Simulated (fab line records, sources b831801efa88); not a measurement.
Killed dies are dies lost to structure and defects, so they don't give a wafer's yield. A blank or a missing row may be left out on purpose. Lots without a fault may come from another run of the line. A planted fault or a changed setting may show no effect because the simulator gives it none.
fab line records | flow gf180mcu
record lots=5 wafers=15 last_day=34
route steps=602 shown VT_IMPLANT@129 MVSD@136 NWELL@137 LVPWELL@138 MVPSD@139 DUAL_GATE@141 POLY_GATE@157
lots that met no fault: from a run of the same line without faults
start_h: hours from the record's first day to the start of the lot's first wafer shown | wait_h: hours since the lot's step before | " the same as in the row above | L1.1+2: a row that stands for several wafers | - no value, or no start given | * or withheld: withheld | < > ~ a bound
route shown NAME@n: a module of which the file shows steps, and the number in the route of the first | usual: mean/standard deviation of fault-free wafers | same: alike in all rows | chamber/n: place in a boat | sites: the reading at each site | _std_site: their standard deviation | _edge_site: outer sites' mean less inner sites' | radius_mm: how far each site lies from the wafer's centre | mask NAME#n: copy n | behind: the tool/chamber that last shaped the wafer | hold: why the lot was held/for how many hours/how that ended | device: the transistor (n, p or np) that didn't switch | end of line: the same wafers' tests at the end of the route | a step without rows: its recipe alone | killed: dies lost to structure and defects at the first sort, not the wafer's yield | map: a wafer's dies, x killed, . not, _ none there
set.NAME: the setting as run; set.NAME@STEP: as run at that earlier step | model.NAME: the simulator's own value behind a step, which no gauge read
lots at some steps of the route; a table a step, a row a wafer
services: from which hour (start_h, from the record's first day; less than 0 if before it) a tool's chamber was out of use, for how many hours, and why
## steps
# step GF_VT_IMPLANT_DEVELOP_39
# recipe develop_time_s=60 dev_temp_c=23
# usual developer_temp_C=23.00/0.1
# columns lot.wafer tool chamber start_h wait_h developer_temp_C
L074.1 litho_track-02 0 156.92 0.1 23.16
L074.2 " 0 " " 23.14
L074.4 " 0 " " 22.91
L079.1 litho_track-01 0 189.23 0.1 23.06
L079.3 " 0 " " 23.16
L079.5 " 0 " " 23.09
L084.1 litho_track-02 0 224.07 0.1 22.84
L084.2 " 0 " " 22.97
L084.4 " 0 " " 22.87
L092.1 litho_track-02 0 275.97 0.1 23.05
L092.3 " 0 " " 23.01
L092.6 " 0 " " 22.84
L095.2 litho_track-04 0 298.21 0.1 22.86
L095.3 " 0 " " 23.06
L095.6 " 0 " " 22.88
# step GF_VT_IMPLANT_OVL_MEAS_40
# usual VT_IMPLANT_03_OVL=2.0/1.4
# columns lot.wafer tool chamber start_h wait_h VT_IMPLANT_03_OVL[nm]
L074.1 overlay-02 - 157.07 0.1 2.5
L074.2 " - " " 2.7
L074.4 " - " " 1.3
L079.1 overlay-02 - 189.38 0.1 -1.8
L079.3 " - " " -1.3
L079.5 " - " " -1.2
L084.1 overlay-01 - 224.22 0.1 2.2
L084.2 " - " " 3.2
L084.4 " - " " 3.1
L092.1 overlay-01 - 276.12 0.1 1.6
L092.3 " - " " 0.6
L092.6 " - " " 0.3
L095.2 overlay-01 - 298.34 0.1 2.5
L095.3 " - " " 3.4
L095.6 " - " " 2.4
# step GF_VT_IMPLANT_IMPLANT_41
# recipe species=As energy_kev=70 dose_cm2=1.013e+12 tilt_deg=7
# usual beam_energy_keV=70.002/0.025 faraday_current_uA=5.70/0.11
# same implant_ion_amu=75
# columns lot.wafer tool chamber start_h wait_h beam_energy_keV faraday_current_uA
L074.1 implanter-01 0 157.11 0.0 70.022 5.71
L074.2 " 0 " " 69.997 5.75
L074.4 " 0 " " 70.010 5.51
L079.1 implanter-03 0 189.41 0.0 70.019 5.79
L079.3 " 0 " " 70.029 5.76
L079.5 " 0 " " 70.024 5.41
L084.1 implanter-04 0 224.26 0.0 69.953 5.67
L084.2 " 0 " " 69.996 5.54
L084.4 " 0 " " 69.997 5.65
L092.1 implanter-03 0 276.16 0.0 69.991 5.73
L092.3 " 0 " " 69.972 5.72
L092.6 " 0 " " 69.972 5.53
L095.2 implanter-01 0 298.40 0.0 69.966 5.57
L095.3 " 0 " " 70.003 5.54
L095.6 " 0 " " 69.961 5.66
# step GF_VT_IMPLANT_STRIP_42
# recipe chemistry=O2/N2 power_w=1400 pressure_mtorr=1500 platen_temp_c=250 o2_flow_sccm=3000 n2_flow_sccm=300 overash_fraction=0.5
# usual drypump_motor_current_A=5.8/0.4 heater_power_w=354/39 n2_flow_sccm=299.9/0.95 oes_product_au=0.716/0.005 strip_time_to_endpoint_s=12.64/0.036
# columns lot.wafer tool chamber start_h wait_h drypump_motor_current_A heater_power_w n2_flow_sccm oes_product_au rf_hours_counter_h strip_time_to_endpoint_s
L074.1 plasma_asher-04 1 157.26 0.1 5.7 384 302.1 0.709 49 12.60
L074.2 " 0 " " 5.2 428 299.3 0.717 49 12.66
L074.4 " 1 " " 5.7 385 301.1 0.716 - 12.63
L079.1 plasma_asher-03 1 189.56 0.1 5.6 309 299.1 0.724 7 12.61
L079.3 " 0 " " 6.4 355 299.8 0.716 - 12.62
L079.5 " 0 " " 6.4 354 298.8 0.717 - 12.65
L084.1 plasma_asher-02 1 224.41 0.1 6.0 355 301.0 0.714 46 12.67
L084.2 " 0 " " 5.6 309 300.6 0.709 46 12.70
L084.4 " 0 " " 5.6 317 301.2 0.704 - 12.66
L092.1 plasma_asher-02 1 276.31 0.1 6.0 354 298.9 0.716 53 12.66
L092.3 " 1 " " 6.0 350 301.4 0.713 - 12.64
L092.6 " 0 " " 5.6 315 299.9 0.719 - 12.66
L095.2 plasma_asher-03 0 298.52 0.1 6.4 355 299.5 0.719 19 12.65
L095.3 " 0 " " 6.4 348 299.3 0.717 - 12.64
L095.6 " 1 " " 5.6 312 300.1 0.721 - 12.61
# step GF_VT_IMPLANT_TW_MEAS_43
# usual VT_IMPLANT_4_TW=696/10
# columns lot.wafer tool chamber start_h wait_h VT_IMPLANT_4_TW
L074.1 film_metro-04 - 157.36 0.1 685
L074.2 " - " " 685
L074.4 " - " " 683
L079.1 film_metro-03 - 189.66 0.1 705
L079.3 " - " " 704
L079.5 " - " " 703
L084.1 film_metro-04 - 224.51 0.1 688
L084.2 " - " " 684
L084.4 " - " " 691
L092.1 film_metro-03 - 276.41 0.1 711
L092.3 " - " " 713
L092.6 " - " " 711
L095.2 film_metro-03 - 298.63 0.1 710
L095.3 " - " " 713
L095.6 " - " " 711
# step GF_VT_IMPLANT_CLEAN_44
# recipe chemistry=SC1/SC2 mix=1:4:20 temp_c=70 time_s=150 dry=n2_spin
# columns lot.wafer tool chamber start_h wait_h
L074.1+2+4 wet_bench-03 1 157.42 0.1
L079.1+3+5 wet_bench-01 2 189.72 0.1
L084.1+2+4 wet_bench-03 1 224.57 0.1
L092.1+3+6 wet_bench-01 1 276.47 0.1
L095.2+3+6 wet_bench-04 2 298.68 0.0
# step GF_VT_IMPLANT_RTA_45
# recipe temp_c=1050 time_s=30 ambient=N2
# usual chamber_o2_ppm=2.003/0.023 lamp_power_pct=38/4.2 wafer_temp_C_max=1055.5/1.1
# columns lot.wafer tool chamber start_h wait_h chamber_o2_ppm lamp_power_pct wafer_temp_C_max
L074.1 rtp_anneal-02 0 157.47 0.0 2.012 41 1054.7
L074.2 " 0 " " 2.032 41 1055.5
L074.4 " 0 " " 2.005 42 1055.3
L079.1 rtp_anneal-01 0 189.77 0.0 1.967 33 1055.6
L079.3 " 0 " " 1.986 33 1055.7
L079.5 " 0 " " 1.988 33 1054.4
L084.1 rtp_anneal-02 0 224.62 0.0 1.995 41 1054.6
L084.2 " 0 " " 2.001 41 1055.4
L084.4 " 0 " " 1.985 41 1054.6
L092.1 rtp_anneal-01 0 276.52 0.0 2.015 33 1056.0
L092.3 " 0 " " 2.018 33 1054.5
L092.6 " 0 " " 1.998 33 1056.2
L095.2 rtp_anneal-01 0 298.75 0.0 1.988 33 1054.1
L095.3 " 0 " " 2.000 33 1056.3
L095.6 " 0 " " 1.983 33 1054.7
# step GF_VT_IMPLANT_RS_MEAS_46
# recipe thk_meas_gauge=four-point-probe
# usual MVSD_RS=456.6/1.3
# columns lot.wafer tool chamber start_h wait_h MVSD_RS[ohm/sq]
L074.1 film_metro-03 - 157.57 0.1 454.7
L074.2 " - " " 455.1
L074.4 " - " " 454.4
L079.1 film_metro-02 - 189.87 0.1 459.3
L079.3 " - " " 458.2
L079.5 " - " " 459.4
L084.1 film_metro-03 - 224.72 0.1 455.7
L084.2 " - " " 456.4
L084.4 " - " " 456.3
L092.1 film_metro-03 - 276.62 0.1 454.6
L092.3 " - " " 454.8
L092.6 " - " " 455.9
L095.2 film_metro-02 - 298.85 0.1 456.9
L095.3 " - " " 456.1
L095.6 " - " " 455.2
# step GF_VT_IMPLANT_RS_MEAS_47
# recipe thk_meas_gauge=four-point-probe
# usual NWELL_RS=487.3/1.3
# columns lot.wafer tool chamber start_h wait_h NWELL_RS[ohm/sq]
L074.1 film_metro-03 - 157.69 0.1 489.4
L074.2 " - " " 489.4
L074.4 " - " " 489.4
L079.1 film_metro-02 - 189.99 0.1 487.2
L079.3 " - " " 486.0
L079.5 " - " " 486.9
L084.1 film_metro-03 - 224.84 0.1 488.0
L084.2 " - " " 487.8
L084.4 " - " " 489.1
L092.1 film_metro-03 - 276.74 0.1 488.0
L092.3 " - " " 488.1
L092.6 " - " " 486.1
L095.2 film_metro-02 - 298.97 0.1 488.2
L095.3 " - " " 488.2
L095.6 " - " " 490.4
# step GF_VT_IMPLANT_RS_MEAS_48
# recipe thk_meas_gauge=four-point-probe
# usual LVPWELL_RS=1196.1/2.8
# columns lot.wafer tool chamber start_h wait_h LVPWELL_RS[ohm/sq]
L074.1 film_metro-03 - 157.81 0.1 1198.7
L074.2 " - " " 1197.5
L074.4 " - " " 1192.4
L079.1 film_metro-02 - 190.11 0.1 1193.2
L079.3 " - " " 1202.4
L079.5 " - " " 1196.1
L084.1 film_metro-03 - 224.96 0.1 1197.6
L084.2 " - " " 1193.3
L084.4 " - " " 1197.9
L092.1 film_metro-03 - 276.86 0.1 1197.0
L092.3 " - " " 1197.9
L092.6 " - " " 1195.2
L095.2 film_metro-02 - 299.09 0.1 1197.9
L095.3 " - " " 1194.8
L095.6 " - " " 1198.2
# step GF_VT_IMPLANT_RS_MEAS_49
# recipe thk_meas_gauge=four-point-probe
# usual MVPSD_RS=1167/3.1
# columns lot.wafer tool chamber start_h wait_h MVPSD_RS[ohm/sq]
L074.1 film_metro-03 - 157.93 0.1 1167
L074.2 " - " " 1167
L074.4 " - " " 1168
L079.1 film_metro-02 - 190.23 0.1 1170
L079.3 " - " " 1169
L079.5 " - " " 1167
L084.1 film_metro-03 - 225.08 0.1 1170
L084.2 " - " " 1172
L084.4 " - " " 1171
L092.1 film_metro-03 - 276.98 0.1 1166
L092.3 " - " " 1164
L092.6 " - " " 1165
L095.2 film_metro-02 - 299.21 0.1 1170
L095.3 " - " " 1166
L095.6 " - " " 1167
# step GF_VT_IMPLANT_WET_ETCH_50
# recipe chemistry=dHF target_depth_nm=20 target=SiO2 temp_c=25 dilution=100:1 time_s=400
# columns lot.wafer tool chamber start_h wait_h
L074.1+2+4 wet_bench-01 2 158.05 0.1
L079.1+3+5 wet_bench-03 2 190.35 0.1
L084.1+2+4 wet_bench-04 3 225.20 0.1
L092.1+3+6 wet_bench-04 3 277.10 0.1
L095.2+3+6 wet_bench-01 3 299.31 0.1
# step GF_DUAL_GATE_CLEAN_00
# recipe chemistry=SC1/SC2 mix=1:4:20 temp_c=70 time_s=150
# columns lot.wafer tool chamber start_h wait_h
L074.1+2+4 wet_bench-03 0 158.29 0.0
L079.1+3+5 wet_bench-03 0 190.47 0.0
L084.1+2+4 wet_bench-01 0 225.32 0.0
L092.1+3+6 wet_bench-01 1 277.22 0.0
L095.2+3+6 wet_bench-03 3 299.43 0.0
# step GF_DUAL_GATE_CLEAN_01
# recipe chemistry=dHF time_s=20 dilution=100:1 dry=ipa_marangoni
# columns lot.wafer tool chamber start_h wait_h
L074.1+2+4 wet_bench-01 1 158.34 0.0
L079.1+3+5 wet_bench-03 2 190.52 0.0
L084.1+2+4 wet_bench-03 1 225.37 0.0
L092.1+3+6 wet_bench-04 0 277.27 0.0
L095.2+3+6 wet_bench-01 2 299.48 0.0
# step GF_DUAL_GATE_OXIDATION_02
# recipe temp_c=900 ambient=O2 stabilise_s=600 purge_s=300 target_thk_a=108.87 ox_time_s=1602
# columns lot.wafer tool chamber start_h wait_h
L074.1+2+4 furnace-02 0 158.37 0.0
L079.1+3+5 furnace-02 0 191.51 1.0
L084.1+2+4 furnace-01 0 225.38 0.0
L092.1+3+6 furnace-01 0 278.48 1.2
L095.2+3+6 furnace-01 0 299.49 0.0
# step GF_DUAL_GATE_THK_MEAS_03
# recipe reads=SiO2_of_DUAL_GATE_OXIDATION_02
# usual DUAL_GATE_OXIDATION_00_THK=10.91/0.27
# columns lot.wafer tool chamber start_h wait_h DUAL_GATE_OXIDATION_00_THK[nm]
L074.1 film_metro-01 - 159.81 0.0 10.57
L074.2 " - " " 10.78
L074.4 " - " " 10.79
L079.1 film_metro-04 - 192.96 0.0 10.83
L079.3 " - " " 10.59
L079.5 " - " " 10.89
L084.1 film_metro-04 - 226.83 0.0 10.89
L084.2 " - " " 10.90
L084.4 " - " " 10.77
L092.1 film_metro-04 - 279.92 0.0 10.79
L092.3 " - " " 10.88
L092.6 " - " " 10.75
L095.2 film_metro-04 - 300.95 0.0 11.33
L095.3 " - " " 11.25
L095.6 " - " " 11.32
# step GF_DUAL_GATE_DEHYDRATE_04
# recipe temp_c=200 time_s=60
# columns lot.wafer tool chamber start_h wait_h
L074.1+2+4 litho_track-04 0 167.74 7.9
L079.1+3+5 litho_track-03 0 200.74 7.8
L084.1+2+4 litho_track-01 0 235.28 8.4
L092.1+3+6 litho_track-01 0 289.38 9.4
L095.2+3+6 litho_track-03 0 310.31 9.4
# step GF_DUAL_GATE_HMDS_05
# recipe prime_time_s=60 prime_temp_c=120
# columns lot.wafer tool chamber start_h wait_h
L074.1+2+4 litho_track-04 0 167.89 0.1
L079.1+3+5 litho_track-03 0 200.89 0.1
L084.1+2+4 litho_track-01 0 235.43 0.1
L092.1+3+6 litho_track-01 0 289.53 0.1
L095.2+3+6 litho_track-03 0 310.46 0.1
# step GF_DUAL_GATE_COAT_06
# recipe resist=NOVOLAK spin_rpm=3000 resist_thk_nm=1000
# columns lot.wafer tool chamber start_h wait_h
L074.1+2+4 litho_track-04 0 168.04 0.1
L079.1+3+5 litho_track-03 0 201.04 0.1
L084.1+2+4 litho_track-01 0 235.58 0.1
L092.1+3+6 litho_track-01 0 289.68 0.1
L095.2+3+6 litho_track-03 0 310.61 0.1
# step GF_DUAL_GATE_SOFTBAKE_07
# recipe temp_c=90 time_s=60 resist=NOVOLAK
# columns lot.wafer tool chamber start_h wait_h
L074.1+2+4 litho_track-04 0 168.19 0.1
L079.1+3+5 litho_track-03 0 201.19 0.1
L084.1+2+4 litho_track-01 0 235.73 0.1
L092.1+3+6 litho_track-01 0 289.83 0.1
L095.2+3+6 litho_track-03 0 310.76 0.1
# step GF_DUAL_GATE_EXPOSE_08
# recipe mask_id=Dualgate target_cd_nm=700 na=0.6 source_shape=conventional sigma_outer=0.6 dose_mj=140
# columns lot.wafer tool chamber start_h wait_h mask
L074.1+2+4 iline_stepper-01 0 - - Dualgate#0
L079.1+3+5 iline_stepper-01 0 - - Dualgate#0
L084.1+2+4 iline_stepper-02 0 - - Dualgate#0
L092.1+3+6 iline_stepper-01 0 - - Dualgate#0
L095.2+3+6 iline_stepper-01 0 - - Dualgate#0
# step GF_DUAL_GATE_PEB_09
# recipe temp_c=withheld time_s=* resist=NOVOLAK
# columns lot.wafer tool chamber start_h wait_h
L074.1+2+4 litho_track-03 0 - -
L079.1+3+5 litho_track-04 0 - -
L084.1+2+4 litho_track-01 0 - -
L092.1+3+6 litho_track-04 0 - -
L095.2+3+6 litho_track-03 0 - -
# step GF_DUAL_GATE_DEVELOP_10
# recipe develop_time_s=60 dev_temp_c=23
# usual developer_temp_C=23.00/0.085
# columns lot.wafer tool chamber start_h wait_h developer_temp_C
L074.1 litho_track-03 0 176.14 0.1 23.07
L074.2 " 0 " " 23.11
L074.4 " 0 " " 22.94
L079.1 litho_track-04 0 209.79 0.1 23.08
L079.3 " 0 " " 23.15
L079.5 " 0 " " 22.97
L084.1 litho_track-01 0 244.88 0.1 22.99
L084.2 " 0 " " 22.96
L084.4 " 0 " " 22.97
L092.1 litho_track-04 0 299.44 0.1 23.08
L092.3 " 0 " " 22.99
L092.6 " 0 " " 22.99
L095.2 litho_track-03 0 320.91 0.1 23.17
L095.3 " 0 " " 22.99
L095.6 " 0 " " 23.03
# step GF_DUAL_GATE_OVL_MEAS_11
# usual DUAL_GATE_OVL=-0.2/1.4
# columns lot.wafer tool chamber start_h wait_h DUAL_GATE_OVL[nm]
L074.1 overlay-01 - 176.29 0.1 -0.8
L074.2 " - " " 0.3
L074.4 " - " " 1.9
L079.1 overlay-02 - 209.94 0.1 0.1
L079.3 " - " " 1.0
L079.5 " - " " 0.4
L084.1 overlay-01 - 245.03 0.1 0.5
L084.2 " - " " 1.3
L084.4 " - " " 0.2
L092.1 overlay-01 - 299.59 0.1 -0.4
L092.3 " - " " -1.2
L092.6 " - " " -1.0
L095.2 overlay-01 - 321.04 0.1 0.6
L095.3 " - " " 0.7
L095.6 " - " " -0.6
# step GF_DUAL_GATE_WET_ETCH_12
# recipe chemistry=dHF target_depth_nm=13 dry=n2_spin target=SiO2 temp_c=25 dilution=100:1 time_s=260
# columns lot.wafer tool chamber start_h wait_h
L074.1+2+4 wet_bench-04 3 176.33 0.0
L079.1+3+5 wet_bench-01 1 209.97 0.0
L084.1+2+4 wet_bench-01 1 245.06 0.0
L092.1+3+6 wet_bench-03 0 299.62 0.0
L095.2+3+6 wet_bench-03 1 321.07 0.0
# step GF_DUAL_GATE_STRIP_13
# recipe chemistry=O2/N2 power_w=1400 pressure_mtorr=1500 platen_temp_c=250 o2_flow_sccm=3000 n2_flow_sccm=300 overash_fraction=0.5
# usual drypump_motor_current_A=5.9/0.43 heater_power_w=354/46 n2_flow_sccm=299.9/0.93 oes_product_au=0.716/0.0044 strip_time_to_endpoint_s=12.62/0.033
# columns lot.wafer tool chamber start_h wait_h drypump_motor_current_A heater_power_w n2_flow_sccm oes_product_au rf_hours_counter_h strip_time_to_endpoint_s
L074.1 plasma_asher-03 1 176.41 0.0 5.6 315 299.9 0.718 6 12.64
L074.2 " 0 " " 6.4 352 299.7 0.717 6 12.60
L074.4 " 1 " " 5.6 302 300.3 0.717 - 12.61
L079.1 plasma_asher-03 0 210.05 0.0 6.4 347 299.8 0.710 9 12.61
L079.3 " 1 " " 5.6 312 300.1 0.720 - 12.62
L079.5 " 0 " " 6.4 347 300.0 0.714 - 12.60
L084.1 plasma_asher-03 1 245.14 0.0 5.6 307 299.4 0.719 12 12.58
L084.2 " 0 " " 6.4 356 299.5 0.715 12 12.63
L084.4 " 0 " " 6.4 354 300.2 0.722 - 12.63
L092.1 plasma_asher-01 0 299.70 0.0 6.2 290 299.1 0.713 60 12.71
L092.3 " 1 " " 6.1 424 301.2 0.706 - 12.64
L092.6 " 1 " " 6.1 419 301.5 0.711 - 12.67
L095.2 plasma_asher-03 0 321.15 0.0 6.4 351 301.4 0.712 21 12.67
L095.3 " 0 " " 6.4 352 299.0 0.711 - 12.62
L095.6 " 0 " " 6.4 357 299.3 0.713 - 12.67
# step GF_DUAL_GATE_CLEAN_14
# recipe chemistry=SC1/SC2 mix=1:4:20 temp_c=70 time_s=150 dry=n2_spin
# columns lot.wafer tool chamber start_h wait_h
L074.1+2+4 wet_bench-01 1 176.51 0.1
L079.1+3+5 wet_bench-03 2 210.15 0.1
L084.1+2+4 wet_bench-03 3 245.24 0.1
L092.1+3+6 wet_bench-01 3 299.80 0.1
L095.2+3+6 wet_bench-04 0 321.25 0.1
# step GF_DUAL_GATE_OXIDATION_15
# recipe temp_c=850 ambient=O2 stabilise_s=600 purge_s=300 target_thk_a=70.98 ox_time_s=1995
# columns lot.wafer tool chamber start_h wait_h
L074.1+2+4 furnace-02 0 176.56 0.0
L079.1+3+5 furnace-02 0 210.54 0.3
L084.1+2+4 furnace-01 0 246.96 1.7
L092.1+3+6 furnace-01 0 300.94 1.1
L095.2+3+6 furnace-02 0 321.31 0.0
# step GF_POLY_GATE_CVD_00
# recipe material=poly-Si target_thk_nm=200 temp_c=620 time_s=1200 pressure_mtorr=200
# columns lot.wafer tool chamber start_h wait_h
L074.1+2+4 lpcvd-01 1 178.11 0.0
L079.1+3+5 lpcvd-01 1 213.20 1.1
L084.1+2+4 lpcvd-01 0 248.51 0.0
L092.1+3+6 lpcvd-02 1 302.49 0.0
L095.2+3+6 lpcvd-01 1 322.86 0.0
# step GF_POLY_GATE_THK_MEAS_01
# recipe reads=poly-Si_of_POLY_GATE_CVD_00
# usual POLY_GATE_CVD_00_THK=199.6/2
# columns lot.wafer tool chamber start_h wait_h POLY_GATE_CVD_00_THK[nm]
L074.1 film_metro-04 - 179.44 0.0 200.6
L074.2 " - " " 200.6
L074.4 " - " " 200.4
L079.1 film_metro-04 - 215.20 0.0 198.5
L079.3 " - " " 198.6
L079.5 " - " " 198.0
L084.1 film_metro-02 - 250.51 0.0 199.2
L084.2 " - " " 199.1
L084.4 " - " " 198.9
L092.1 film_metro-03 - 304.49 0.0 199.7
L092.3 " - " " 199.7
L092.6 " - " " 203.0
L095.2 film_metro-03 - 324.87 0.0 199.5
L095.3 " - " " 196.7
L095.6 " - " " 197.4
# step GF_POLY_GATE_DEHYDRATE_02
# recipe temp_c=200 time_s=60
# columns lot.wafer tool chamber start_h wait_h
L074.1+2+4 litho_track-01 0 187.13 7.7
L079.1+3+5 litho_track-01 0 222.83 7.6
L084.1+2+4 litho_track-03 0 258.99 8.5
L092.1+3+6 litho_track-03 0 313.84 9.3
L095.2+3+6 litho_track-02 0 335.15 10.3
# step GF_POLY_GATE_HMDS_03
# recipe prime_time_s=60 prime_temp_c=120
# columns lot.wafer tool chamber start_h wait_h
L074.1+2+4 litho_track-01 0 187.28 0.1
L079.1+3+5 litho_track-01 0 222.98 0.1
L084.1+2+4 litho_track-03 0 259.14 0.1
L092.1+3+6 litho_track-03 0 313.99 0.1
L095.2+3+6 litho_track-02 0 335.30 0.1
# step GF_POLY_GATE_COAT_04
# recipe resist=BARC temp_c=withheld time_s=withheld spin_rpm=withheld resist_thk_nm=withheld
# columns lot.wafer tool chamber start_h wait_h
L074.1+2+4 litho_track-01 0 187.43 0.1
L079.1+3+5 litho_track-01 0 223.13 0.1
L084.1+2+4 litho_track-03 0 259.29 0.1
L092.1+3+6 litho_track-03 0 314.14 0.1
L095.2+3+6 litho_track-02 0 335.45 0.1
# step GF_POLY_GATE_COAT_05
# recipe resist=KrF spin_rpm=withheld resist_thk_nm=700
# columns lot.wafer tool chamber start_h wait_h
L074.1+2+4 litho_track-01 0 - -
L079.1+3+5 litho_track-01 0 - -
L084.1+2+4 litho_track-03 0 - -
L092.1+3+6 litho_track-03 0 - -
L095.2+3+6 litho_track-02 0 - -
# step GF_POLY_GATE_SOFTBAKE_06
# recipe temp_c=130 time_s=60 resist=KrF
# columns lot.wafer tool chamber start_h wait_h
L074.1+2+4 litho_track-01 0 - -
L079.1+3+5 litho_track-01 0 - -
L084.1+2+4 litho_track-03 0 - -
L092.1+3+6 litho_track-03 0 - -
L095.2+3+6 litho_track-02 0 - -
# step GF_POLY_GATE_EXPOSE_07
# recipe mask_id=Poly2 target_cd_nm=280 na=0.68 source_shape=conventional sigma_outer=0.6 dose_mj=28
# columns lot.wafer tool chamber start_h wait_h mask
L074.1+2+4 krf_scanner-01 0 - - Poly2#0
L079.1+3+5 krf_scanner-02 0 - - Poly2#0
L084.1+2+4 krf_scanner-01 0 - - Poly2#0
L092.1+3+6 krf_scanner-02 0 - - Poly2#0
L095.2+3+6 krf_scanner-01 0 - - Poly2#0
# step GF_POLY_GATE_PEB_08
# recipe peb_temp_c=135 peb_time_s=90 resist=KrF
# columns lot.wafer tool chamber start_h wait_h
L074.1+2+4 litho_track-03 0 - -
L079.1+3+5 litho_track-01 0 - -
L084.1+2+4 litho_track-03 0 - -
L092.1+3+6 litho_track-03 0 - -
L095.2+3+6 litho_track-01 0 - -
# step GF_POLY_GATE_DEVELOP_09
# recipe develop_time_s=60 resist=KrF dev_temp_c=21
# usual developer_temp_C=20.98/0.096
# columns lot.wafer tool chamber start_h wait_h developer_temp_C
L074.1 litho_track-03 0 196.09 0.2 20.90
L074.2 " 0 " " 20.79
L074.4 " 0 " " 20.91
L079.1 litho_track-01 0 232.83 0.2 21.02
L079.3 " 0 " " 21.24
L079.5 " 0 " " 20.94
L084.1 litho_track-03 0 269.29 0.2 21.00
L084.2 " 0 " " 21.13
L084.4 " 0 " " 21.10
L092.1 litho_track-03 0 324.69 0.2 20.86
L092.3 " 0 " " 21.00
L092.6 " 0 " " 20.93
L095.2 litho_track-01 0 346.55 0.2 20.90
L095.3 " 0 " " 20.92
L095.6 " 0 " " 20.82
# step GF_POLY_GATE_CD_MEAS_10
# recipe target_cd_nm=280
# usual cd_nm=280.3/1.2
# columns lot.wafer tool chamber start_h wait_h cd_nm
L074.1 cd_sem-02 - 196.30 0.2 280.8
L074.2 " - " " 279.9
L074.4 " - " " 280.4
L079.1 cd_sem-01 - 232.98 0.1 280.3
L079.3 " - " " 281.2
L079.5 " - " " 280.9
L084.1 cd_sem-01 - 269.44 0.1 280.8
L084.2 " - " " 281.4
L084.4 " - " " 281.7
L092.1 cd_sem-01 - 324.84 0.1 280.0
L092.3 " - " " 280.3
L092.6 " - " " 280.7
L095.2 cd_sem-02 - 346.70 0.1 282.5
L095.3 " - " " 282.3
L095.6 " - " " 281.6
# step GF_POLY_GATE_OVL_MEAS_11
# usual POLY_GATE_OVL=1/4.7
# columns lot.wafer tool chamber start_h wait_h POLY_GATE_OVL[nm]
L074.1 overlay-01 - 196.42 0.1 -1
L074.2 " - " " 1
L074.4 " - " " 6
L079.1 overlay-02 - 233.10 0.1 -2
L079.3 " - " " 3
L079.5 " - " " 2
L084.1 overlay-01 - 269.56 0.1 -4
L084.2 " - " " -7
L084.4 " - " " 3
L092.1 overlay-02 - 324.96 0.1 11
L092.3 " - " " 5
L092.6 " - " " -6
L095.2 overlay-01 - 346.80 0.1 3
L095.3 " - " " 2
L095.6 " - " " 2
# step GF_POLY_GATE_ETCH_12
# recipe chemistry=N2/H2 target_depth_a=withheld overetch_a=withheld time_s=withheld target=BARC ion_energy_ev=200 source_w=500 bias_w=100 pressure_mtorr=30 n2_flow_sccm=100 h2_flow_sccm=200
# usual drypump_motor_current_A=5.7/0.51 n2_flow_sccm=100.0/0.31 oes_product_au=0.736/0.0047 throttle_valve_pct=13.217/0.0097
# columns lot.wafer tool chamber start_h wait_h drypump_motor_current_A n2_flow_sccm oes_product_au throttle_valve_pct
L074.1 rie_diel-04 2 196.45 0.0 5.9 99.8 0.732 13.210
L074.2 " 0 " " 6.4 100.2 0.730 13.240
L074.4 " 3 " " 4.9 99.4 0.741 13.211
L079.1 rie_diel-02 3 233.13 0.0 5.8 100.2 0.737 13.215
L079.3 " 1 " " 6.1 100.1 0.732 13.221
L079.5 " 3 " " 5.8 100.0 0.740 13.217
L084.1 rie_diel-04 1 269.59 0.0 5.9 99.6 0.733 13.230
L084.2 " 2 " " 5.9 100.0 0.735 13.219
L084.4 " 3 " " 4.8 99.7 0.736 13.211
L092.1 rie_diel-01 3 324.99 0.0 5.5 100.1 0.728 13.227
L092.3 " 0 " " 5.9 99.9 0.740 13.234
L092.6 " 3 " " 5.5 99.9 0.738 13.219
L095.2 rie_diel-02 2 346.83 0.0 4.8 100.0 0.736 13.232
L095.3 " 0 " " 5.5 99.9 0.738 13.213
L095.6 " 2 " " 4.7 99.4 0.742 13.207
# step GF_POLY_GATE_ETCH_13
# recipe target=poly-Si target_depth_nm=198.5 stop_on=SiO2 over_etch_frac=0.403 chemistry=HBr/Cl2 icp_w=400 bias_w=100 pressure_mtorr=10 HBr_flow_sccm=150 Cl2_flow_sccm=50 time_s=69.6
# usual drypump_motor_current_A=5.6/0.4 oes_product_au=0.990/0.0082 throttle_valve_pct=33.684/0.009
# columns lot.wafer tool chamber start_h wait_h drypump_motor_current_A oes_product_au rf_hours_counter_h throttle_valve_pct
L074.1 rie_si-01 0 196.50 - 5.3 0.999 5 33.694
L074.2 " 2 " " 6.2 1.000 1 33.682
L074.4 " 1 " " 6.1 0.984 36 33.684
L079.1 rie_si-01 2 233.18 - 6.3 0.987 2 33.680
L079.3 " 1 " " 6.1 0.984 36 33.685
L079.5 " 3 " " 5.4 0.987 - 33.684
L084.1 rie_si-01 3 269.65 - 5.4 0.979 48 33.681
L084.2 " 0 " " 5.3 0.989 6 33.682
L084.4 " 1 " " 6.1 0.987 37 33.668
L092.1 rie_si-01 3 325.04 - 5.4 0.994 48 33.697
L092.3 " 2 " " 6.3 0.998 3 33.684
L092.6 " 1 " " 6.1 1.001 - 33.695
L095.2 rie_si-01 2 346.88 - 6.3 0.995 3 33.694
L095.3 " 0 " " 5.3 0.982 7 33.682
L095.6 " 2 " " 6.3 0.990 - 33.677
## services
# columns tool chamber start_h hours kind
iline_stepper-01 - 146.85 0.8 repair
rie_si-01 2 147.56 1.2 repair
lpcvd-01 - 150.61 6.1 pm
furnace-02 - 152.27 2.9 pm
krf_scanner-01 - 168.26 1.0 pm
furnace-02 - 181.51 2.8 pm
plasma_asher-03 - 197.43 6.9 repair
krf_scanner-01 - 198.60 2.0 repair
rie_si-01 1 206.05 5.8 repair
plasma_asher-03 - 227.18 2.8 pm
furnace-01 - 240.68 3.9 pm
lpcvd-01 - 242.36 0.6 repair
rie_si-01 1 276.46 12.4 repair
furnace-02 - 279.21 3.5 pm
krf_scanner-01 - 283.12 0.4 repair
rie_si-01 - 285.79 0.3 repair
krf_scanner-01 - 290.81 0.8 pm
krf_scanner-01 - 293.00 36.0 pm
iline_stepper-01 - 326.35 1.7 pm
krf_scanner-01 - 329.00 1.3 pm
krf_scanner-01 - 337.26 1.0 pm
rtp_anneal-01 - 339.03 3.8 pm
rie_si-01 1 342.01 10.5 repair
krf_scanner-01 - 343.11 0.6 repair
## key
fault none
